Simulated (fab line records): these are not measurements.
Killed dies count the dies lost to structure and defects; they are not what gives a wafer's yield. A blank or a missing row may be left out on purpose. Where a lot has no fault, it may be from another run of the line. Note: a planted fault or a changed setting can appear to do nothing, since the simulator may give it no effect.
Which tool was responsible? | flow sky130 | 15 lots, 45 wafers sampled, at 4 steps of a route of 708

== WHAT THE GAUGES READ, wafer by wafer ==
SKY_DNWELL_TW_MEAS_09. Usual: DNWELL_TW 1124, standard deviation 9.3.
lot  | measured    | on            | DNWELL_TW      | flag
L172 | day 3 09:50 | film_metro-01 | 1135 1134 1129 |
L173 | day 3 14:53 | film_metro-01 | 1129 1136 1130 |
L174 | day 3 21:17 | film_metro-01 | 1126 1132 1138 |
L175 | day 4 00:32 | film_metro-04 | 1112 1110 1119 |
L177 | day 4 09:17 | film_metro-04 | 1111 1108 1115 |
L179 | day 4 23:02 | film_metro-01 | 1133 1140 1139 |
L180 | day 5 08:47 | film_metro-02 | 30 30 30       | OFF
L181 | day 5 14:40 | film_metro-04 | 30 30 30       | OFF
L182 | day 5 19:40 | film_metro-04 | 30 30 30       | OFF
L186 | day 6 14:25 | film_metro-02 | 1129 1129 1125 |
L188 | day 6 23:20 | film_metro-04 | 1109 1111 1106 |
L189 | day 7 04:18 | film_metro-01 | 1132 1131 1128 |
L190 | day 7 10:23 | film_metro-02 | 1125 1126 1120 |
L191 | day 7 14:29 | film_metro-04 | 1108 1110 1109 |
L194 | day 8 11:56 | film_metro-02 | 1138 1142 1134 |

SKY_VT_ADJUST_PCH_OVL_MEAS_07. Usual: VT_ADJUST_PCH_OVL -1.1 nm, standard deviation 1.5.
lot  | measured     | on         | VT_ADJUST_PCH_OVL (nm) | flag
L172 | day 10 14:08 | overlay-01 | -2.1 -2.5 -2.4         |
L173 | day 11 01:58 | overlay-02 | -1.1 -0.1 -1.5         |
L174 | day 11 09:08 | overlay-02 | -0.2 -0.7 0.0          |
L175 | day 11 16:37 | overlay-02 | 1.1 2.6 0.4            |
L177 | day 12 03:17 | overlay-02 | 1.0 -0.3 0.5           |
L179 | day 12 20:52 | overlay-01 | -0.8 -1.8 -2.0         |
L180 | day 13 10:32 | overlay-02 | -2.2 -0.4 -0.7         |
L181 | day 13 18:53 | overlay-01 | -0.9 -2.7 -1.3         |
L182 | day 14 02:43 | overlay-01 | -0.7 -0.2 -2.3         |
L186 | day 15 04:22 | overlay-01 | -0.2 1.6 0.2           |
L188 | day 15 17:17 | overlay-02 | -0.7 0.0 1.2           |
L189 | day 15 22:44 | overlay-02 | -1.2 -3.0 -3.0         |
L190 | day 16 07:16 | overlay-02 | -0.9 0.6 3.4           |
L191 | day 16 14:47 | overlay-02 | -0.2 -1.2 -0.4         |
L194 | day 17 19:56 | overlay-02 | -1.9 -0.3 -0.3         |

SKY_LDD_N_OVL_MEAS_07. Usual: LDD_N_OVL -1.1 nm, standard deviation 1.4.
lot  | measured     | on         | LDD_N_OVL (nm) | flag
L172 | day 18 01:02 | overlay-01 | -1.1 1.1 0.9   |
L173 | day 18 14:47 | overlay-01 | -2.8 -1.5 -0.7 |
L174 | day 18 20:26 | overlay-02 | -4.7 -1.9 -3.0 |
L175 | day 19 09:32 | overlay-02 | 0.1 -0.5 0.3   |
L177 | day 19 16:59 | overlay-01 | 0.5 -1.4 -1.5  |
L179 | day 20 21:38 | overlay-02 | -1.2 -2.8 -2.1 |
L180 | day 21 10:44 | overlay-02 | 0.8 1.2 -0.2   |
L181 | day 21 17:47 | overlay-02 | -0.3 -2.8 -0.2 |
L182 | day 22 02:25 | overlay-01 | 0.0 0.0 -1.3   |
L186 | day 23 07:37 | overlay-01 | -4.3 -1.8 -0.3 |
L188 | day 23 18:59 | overlay-01 | -2.7 -0.1 -0.9 |
L189 | day 24 01:41 | overlay-01 | -1.5 -3.2 -2.4 |
L190 | day 24 13:29 | overlay-01 | -0.7 -1.7 -1.2 |
L191 | day 24 21:59 | overlay-01 | -3.1 -1.5 0.1  |
L194 | day 25 21:53 | overlay-02 | -1.0 -1.2 -1.0 |

== WHAT TOOL EACH LOT RAN ON (gives the tool, then ch and the chambers of the sampled wafers, and finally the start) ==
lot  | SKY_DNWELL_EXPOSE_04
L172 | iline_stepper-01 ch 0, day 3 02:30
L173 | iline_stepper-01 ch 0, day 3 06:50
L174 | iline_stepper-01 ch 0, day 3 13:10
L175 | iline_stepper-01 ch 0, day 3 16:53
L177 | iline_stepper-01 ch 0, day 4 00:55
L179 | iline_stepper-02 ch 0, day 4 15:07
L180 | iline_stepper-01, day 4 23:37
L181 | iline_stepper-02, day 5 05:58
L182 | iline_stepper-02, day 5 11:14
L186 | iline_stepper-01 ch 0, day 6 04:47
L188 | iline_stepper-02 ch 0, day 6 13:29
L189 | iline_stepper-02 ch 0, day 6 18:35
L190 | iline_stepper-02 ch 0, day 7 00:08
L191 | iline_stepper-02 ch 0, day 7 04:45
L194 | iline_stepper-02 ch 0, day 8 02:14
- SKY_DNWELL_EXPOSE_04: exposes mask DNM, target cd 3000 nm.

== WHAT THE TOOLS THEMSELVES READ (means of the sampled wafers that have a number; where no wafer has one, the mark that the record gives instead) ==
SKY_DNWELL_EXPOSE_04. Usual: exposure_dose_mJ_cm2 222.01, standard deviation 0.2; focus_offset_nm 0.2 nm, standard deviation 0.59.
lot  | tool             | exposure_dose_mJ_cm2 | focus_offset_nm (nm) | flag
L172 | iline_stepper-01 | 222.14               | 0.5                  |
L173 | iline_stepper-01 | 222.01               | -0.4                 |
L174 | iline_stepper-01 | 222.17               | -0.1                 |
L175 | iline_stepper-01 | 221.97               | 0.4                  |
L177 | iline_stepper-01 | 222.10               | 0.3                  |
L179 | iline_stepper-02 | 221.99               | 0.6                  |
L180 | iline_stepper-01 | -                    | -                    | OFF
L181 | iline_stepper-02 | -                    | -                    | OFF
L182 | iline_stepper-02 | -                    | -                    | OFF
L186 | iline_stepper-01 | 222.19               | -0.6                 |
L188 | iline_stepper-02 | 222.20               | -0.3                 |
L189 | iline_stepper-02 | 221.94               | -0.1                 |
L190 | iline_stepper-02 | 221.95               | 0.0                  |
L191 | iline_stepper-02 | 221.90               | -0.8                 |
L194 | iline_stepper-02 | 222.10               | -0.4                 |

== THE ANSWER, worked out from the rows above alone ==
Rule: a lot is off if the mean of its wafers that have a number lies more than 3 standard deviations from the usual mean. A lot without any number at a reading at which 4 lots or more have one is off too. All remaining lots with rows at the step are treated as sound. Order of review: gauges by route order, followed by the tools' own readings, for which a lot's mean as printed above is used. At the first step where some lot is off, the reading lying furthest off is the one used; lots without a number count as furthest.
Off: L180, L181, L182, seen at SKY_DNWELL_TW_MEAS_09 (DNWELL_TW).
A tool fits if, at a process step before that reading, it ran every lot that is off, and no sound lot after the first of them. The gauges at SKY_DNWELL_TW_MEAS_09 aren't tried: what is off there is off at SKY_DNWELL_EXPOSE_04 too, on other tools, and a gauge's error can't cause that. None of those tried fits.

== WHAT THE SIMULATOR HAD INSERTED ==
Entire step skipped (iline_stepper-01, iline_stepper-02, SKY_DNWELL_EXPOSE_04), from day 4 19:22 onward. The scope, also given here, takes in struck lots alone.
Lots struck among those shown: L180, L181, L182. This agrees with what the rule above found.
